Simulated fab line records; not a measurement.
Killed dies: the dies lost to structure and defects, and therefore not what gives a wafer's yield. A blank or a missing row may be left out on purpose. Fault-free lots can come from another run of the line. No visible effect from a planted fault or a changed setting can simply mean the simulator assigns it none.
Struck lot and sound lot, side by side + flow gf180mcu + 17 out of 602 route steps
Sound: wafers L494.2, L494.4, L494.5. Struck: wafer L502.1. Last of all comes the cause.
For every step that has rows: the tool of each side, followed by ch and its chambers, followed by its first start. Under that, the readings that differ: sound wafers + struck wafers + difference of the means + sigmas: that difference in standard deviations of wafers without a fault.
alike: words and numbers the same on both sides, and readings whose means are apart by under 2 such deviations; not compared: readings that were withheld, readings missing a value for some wafer, numbers with overlapping values and no deviation given by the record, and bounds like >300 which may hide the same value.
A row with sigmas, a row that says differs or no value, or rows on one side alone: a step with any of these is where the two part. When numbers do not overlap yet have no deviation, they are printed without sigmas and do not part them. A reading that every wafer of one side lacks parts them only if that side has two wafers or more.

GF_STI_BOW_MEAS_00:
  struck on film-metro-04, day 4 13:00; sound on film-metro-02, day 2 21:01
  alike: INCOMING_BOW
then, 1 step without rows for these wafers: GF_STI_OXIDATION_01 (stabilise 600 s, purge 300 s, target thk 10 nm).
GF_STI_THK_MEAS_02:
  struck on film-metro-02, day 4 16:25; sound on film-metro-01, day 2 22:31
| reading                | sound             | struck | difference | sigmas |
|------------------------|-------------------|--------|------------|--------|
| STI_OXIDATION_THK (nm) | 10.46 10.13 10.19 | 9.57   | -0.69      | -3     |
then, 1 step without rows for these wafers: GF_STI_CVD_03 (deposits Si3N4 from DCS/NH3, target thk 207.16 nm, time 3551 s).
GF_STI_THK_MEAS_04:
  struck on film-metro-01, day 4 18:27; sound on film-metro-01, day 3 00:34
  alike: STI_CVD_03_THK
then, 4 steps without rows for these wafers: GF_STI_DEHYDRATE_05 (time 60 s); GF_STI_HMDS_06 (prime time 60 s); GF_STI_COAT_07 (resist thk 700 nm); GF_STI_SOFTBAKE_08 (time 60 s).
GF_STI_EXPOSE_09: exposes mask COMP, target cd 220 nm.
  sound on krf-scanner-02 ch 0, day 3 06:38; struck on krf-scanner-02 ch 0, day 5 00:58
| reading               | sound                | struck | difference | sigmas |
|-----------------------|----------------------|--------|------------|--------|
| stage-vel-mm-s (mm/s) | 499.82 499.70 499.77 | 500.81 | +1.05      | +4     |
  alike: mask, reticle-temp-C
then, 2 steps without rows for these wafers: GF_STI_PEB_10 (peb time 90 s); GF_STI_DEVELOP_11 (develop time 60 s).
GF_STI_CD_MEAS_12: the cd target is 220 nm.
  struck on cd-sem-02, day 5 07:57; sound on cd-sem-02, day 3 12:50
| reading    | sound             | struck | difference | sigmas |
|------------|-------------------|--------|------------|--------|
| cd-nm (nm) | 218.7 220.4 220.7 | 201.7  | -18.2      | -19    |
  not compared: hold
GF_STI_ETCH_13: etches the open film in CHF3/O2, stops on Si, target depth 282.31 nm, time 112.9 s.
  sound on rie-diel-03 ch 2,3, day 3 12:56; struck on rie-diel-01 ch 2, day 5 10:19
| reading                     | sound             | struck                   | difference                   | sigmas |
|-----------------------------|-------------------|--------------------------|------------------------------|--------|
| hold                        | - - -             | await-dispo/2.3h/release | no value on the sound wafers |        |
| drypump-motor-current-A (A) | 5.5 5.5 5.4       | 6.4                      | +0.9                         | +2     |
| throttle-valve-pct (%)      | 8.802 8.789 8.802 | 8.818                    | +0.020                       | +2     |
| model.STI.cd-nm (nm)        | 219.3 220.6 221.3 | 202.1                    | -18.3                        |        |
  alike: oes-product-au, rf-fwd-power-W
  not compared: rf-hours-counter-h
GF_STI_ETCH_14: etches Si in HBr/Cl2/O2, target depth 360 nm, time 102.9 s.
  sound on rie-si-02 ch 0,1,3, day 3 13:01; struck on rie-si-02 ch 0, day 5 10:24
| reading              | sound           | struck | difference | sigmas |
|----------------------|-----------------|--------|------------|--------|
| model.STI.cd-nm (nm) | 218 219.8 220.9 | 201.2  | -18.4      |        |
  alike: HBr_flow_sccm, drypump-motor-current-A, oes-product-au, rf-fwd-power-W, throttle-valve-pct
  not compared: rf-hours-counter-h
GF_STI_STRIP_15: strips in O2/N2.
  sound on plasma-asher-03 ch 0,1, day 3 13:05; struck on plasma-asher-03 ch 0, day 5 10:29
| reading               | sound             | struck | difference | sigmas |
|-----------------------|-------------------|--------|------------|--------|
| oes-product-au (a.u.) | 0.382 0.391 0.383 | 0.372  | -0.013     | -2     |
  alike: drypump-motor-current-A, heater-power-w, strip-time-to-endpoint-s
  not compared: rf-hours-counter-h
-- the record jumps here: 28 days lie between the struck wafers' starts before and after (it left off in module STI and takes up again in module PASSIVATION, whose first step shown is number 602 of the route) --
GF_PASSIVATION_PROBE_99:
  struck on prober-01, day 33 11:29; sound on prober-01, day 31 00:01
| reading                              | sound             | struck | difference | sigmas |
|--------------------------------------|-------------------|--------|------------|--------|
| model.etest.pldd_3p3.line-ohm-um     | 6948 7016 6838    | 7287   | +353       |        |
| model.etest.pldd_6p0.line-ohm-um     | 6647 6500 6528    | 6964   | +406       |        |
| model.etest.nldd_6p0.line-ohm-um     | 4700 4689 4663    | 4939   | +255       |        |
| model.etest.nldd_3p3.line-ohm-um     | 2332 2305 2289    | 2411   | +102       |        |
| model.etest.nmos_3p3_min.drive-ua-um | 502.8 515.2 520.1 | 474.9  | -37.8      |        |
| model.etest.pplus-u.line-ohm-um      | 634.5 626.4 626.9 | 649.3  | +20.0      |        |
| model.etest.pmos_3p3_min.drive-ua-um | 246.7 258.3 255.4 | 236    | -17        |        |
| model.etest.nplus-sal.width-nm (nm)  | 200.2 201.4 201.2 | 182.6  | -18.3      |        |

== WHERE THEY PART ==
First at GF_STI_THK_MEAS_02; last, within this record, at GF_STI_STRIP_15.

WHY: what the simulator had put in
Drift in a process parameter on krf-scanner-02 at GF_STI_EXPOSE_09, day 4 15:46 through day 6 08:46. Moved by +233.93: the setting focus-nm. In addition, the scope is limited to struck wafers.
